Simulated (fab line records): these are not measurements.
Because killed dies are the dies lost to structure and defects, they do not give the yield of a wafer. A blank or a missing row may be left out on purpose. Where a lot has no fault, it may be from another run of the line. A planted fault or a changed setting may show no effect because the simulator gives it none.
Tool commonality check :: flow gf180mcu :: 11 lots and 33 wafers in the sample

## WHY THIS WAS OPENED
GF_HV_LDD_THK_MEAS_57, reading HV_LDD_CVD_56_THK: flagged on 2 of 11 lots. Wafers without a fault read 89.9 nm, standard deviation 0.81.
Rule: flag the lot when none of its wafers has a number, or when each of its wafers that has one lies beyond 4 standard deviations from that mean. The rest of the lots are taken to be sound.

lot: L156
measured: day 13 11:29
on: film metro-03
HV_LDD_CVD_56_THK (nm), wafer by wafer: 89.5 90.4 90.1
flag: 

lot: L157
measured: day 13 18:40
on: film metro-01
HV_LDD_CVD_56_THK (nm), wafer by wafer: 79.6 79.6 79.5
flag: FLAGGED

lot: L158
measured: day 14 06:40
on: film metro-04
HV_LDD_CVD_56_THK (nm), wafer by wafer: 81.4 81.4 81.0
flag: FLAGGED

lot: L166
measured: day 17 08:15
on: film metro-03
HV_LDD_CVD_56_THK (nm), wafer by wafer: 90.4 90.1 90.9
flag: 

lot: L167
measured: day 17 09:41
on: film metro-01
HV_LDD_CVD_56_THK (nm), wafer by wafer: 89.4 89.9 89.6
flag: 

lot: L169
measured: day 17 22:11
on: film metro-01
HV_LDD_CVD_56_THK (nm), wafer by wafer: 90.1 90.1 89.9
flag: 

lot: L170
measured: day 18 09:44
on: film metro-01
HV_LDD_CVD_56_THK (nm), wafer by wafer: 90.3 89.7 89.8
flag: 

lot: L171
measured: day 19 01:10
on: film metro-03
HV_LDD_CVD_56_THK (nm), wafer by wafer: 91.4 91.3 90.8
flag: 

lot: L172
measured: day 19 12:43
on: film metro-01
HV_LDD_CVD_56_THK (nm), wafer by wafer: 90.9 90.0 90.6
flag: 

lot: L174
measured: day 20 00:40
on: film metro-03
HV_LDD_CVD_56_THK (nm), wafer by wafer: 88.3 90.0 89.2
flag: 

lot: L175
measured: day 20 23:44
on: film metro-01
HV_LDD_CVD_56_THK (nm), wafer by wafer: 89.2 89.1 89.4
flag: 
On average the flagged lots' numbers are 80.4 nm, which is -9.5 nm against the usual, or -12 standard deviations.

## TOOL THAT RAN EACH LOT
2 process steps preceding the reading are held in the record, out of 602 steps in the route. Every cell lists first the tool, next ch and the chambers used by the sampled wafers, and last the start.
lot: L156
flag: 
GF_HV_LDD_RTA_52: rtp anneal-02 ch 0, day 13 07:34
GF_HV_LDD_CVD_56: lpcvd-01 ch 1, day 13 09:20

lot: L157
flag: FLAGGED
GF_HV_LDD_RTA_52: rtp anneal-02 ch 0, day 13 15:58
GF_HV_LDD_CVD_56: lpcvd-01 ch 0, day 13 17:13

lot: L158
flag: FLAGGED
GF_HV_LDD_RTA_52: rtp anneal-01 ch 0, day 14 03:58
GF_HV_LDD_CVD_56: lpcvd-01 ch 1, day 14 05:14

lot: L166
flag: 
GF_HV_LDD_RTA_52: rtp anneal-02 ch 0, day 17 05:34
GF_HV_LDD_CVD_56: lpcvd-01 ch 1, day 17 06:49

lot: L167
flag: 
GF_HV_LDD_RTA_52: rtp anneal-01 ch 0, day 17 05:46
GF_HV_LDD_CVD_56: lpcvd-02 ch 0, day 17 07:32

lot: L169
flag: 
GF_HV_LDD_RTA_52: rtp anneal-01 ch 0, day 17 19:08
GF_HV_LDD_CVD_56: lpcvd-01 ch 1, day 17 20:46

lot: L170
flag: 
GF_HV_LDD_RTA_52: rtp anneal-01 ch 0, day 18 07:02
GF_HV_LDD_CVD_56: lpcvd-01 ch 1, day 18 08:17

lot: L171
flag: 
GF_HV_LDD_RTA_52: rtp anneal-01 ch 0, day 18 22:28
GF_HV_LDD_CVD_56: lpcvd-02 ch 1, day 18 23:44

lot: L172
flag: 
GF_HV_LDD_RTA_52: rtp anneal-01 ch 0, day 19 10:01
GF_HV_LDD_CVD_56: lpcvd-02 ch 1, day 19 11:17

lot: L174
flag: 
GF_HV_LDD_RTA_52: rtp anneal-02 ch 0, day 19 21:01
GF_HV_LDD_CVD_56: lpcvd-01 ch 0, day 19 23:13

lot: L175
flag: 
GF_HV_LDD_RTA_52: rtp anneal-02 ch 0, day 20 19:46
GF_HV_LDD_CVD_56: lpcvd-01 ch 0, day 20 22:19
What is done by these steps:
- GF_HV_LDD_RTA_52: time 10 s.
- GF_HV_LDD_CVD_56: deposits Si3N4 from DCS/NH3, target thk 90 nm, time 1543 s.
- GF_HV_LDD_THK_MEAS_57

## FLAGGED OVER TOTAL, TOOL BY TOOL (the gauges that took the reading come last)
step: GF_HV_LDD_RTA_52
tool: rtp anneal-01
lots run: 6
flagged: 1
share of the flagged lots: some
sound lots run after its first flagged lot: 5 (L167,L169,L170,L171,L172)

step: GF_HV_LDD_RTA_52
tool: rtp anneal-02
lots run: 5
flagged: 1
share of the flagged lots: some
sound lots run after its first flagged lot: 3 (L166,L174,L175)

step: GF_HV_LDD_CVD_56
tool: lpcvd-01
lots run: 8
flagged: 2
share of the flagged lots: all
sound lots run after its first flagged lot: 5 (L166,L169,L170,L174,L175)

step: GF_HV_LDD_CVD_56
tool: lpcvd-02
lots run: 3
flagged: 0
share of the flagged lots: none
sound lots run after its first flagged lot: -

step: GF_HV_LDD_THK_MEAS_57
tool: film metro-01
lots run: 6
flagged: 1
share of the flagged lots: some
sound lots run after its first flagged lot: 5 (L167,L169,L170,L172,L175)

step: GF_HV_LDD_THK_MEAS_57
tool: film metro-03
lots run: 4
flagged: 0
share of the flagged lots: none
sound lots run after its first flagged lot: -

step: GF_HV_LDD_THK_MEAS_57
tool: film metro-04
lots run: 1
flagged: 1
share of the flagged lots: some
sound lots run after its first flagged lot: 0

## WHAT THE TABLE ALLOWS
All flagged lots share 1 row of the table, namely lpcvd-01 at GF_HV_LDD_CVD_56.
- lpcvd-01 at GF_HV_LDD_CVD_56 ran 8 lots, 2 of them flagged. Lots that were sound ran on it after the first flagged one (L166, L169, L170, L174, L175); a persistent fault on the entire tool would not allow that. Its own readings (susceptor temp C) fall more than 4 standard deviations out on all wafers of the flagged lots.
Every row of the table either missed a flagged lot or ran a sound lot after the first.

## WHAT THE SIMULATOR HAD PUT IN
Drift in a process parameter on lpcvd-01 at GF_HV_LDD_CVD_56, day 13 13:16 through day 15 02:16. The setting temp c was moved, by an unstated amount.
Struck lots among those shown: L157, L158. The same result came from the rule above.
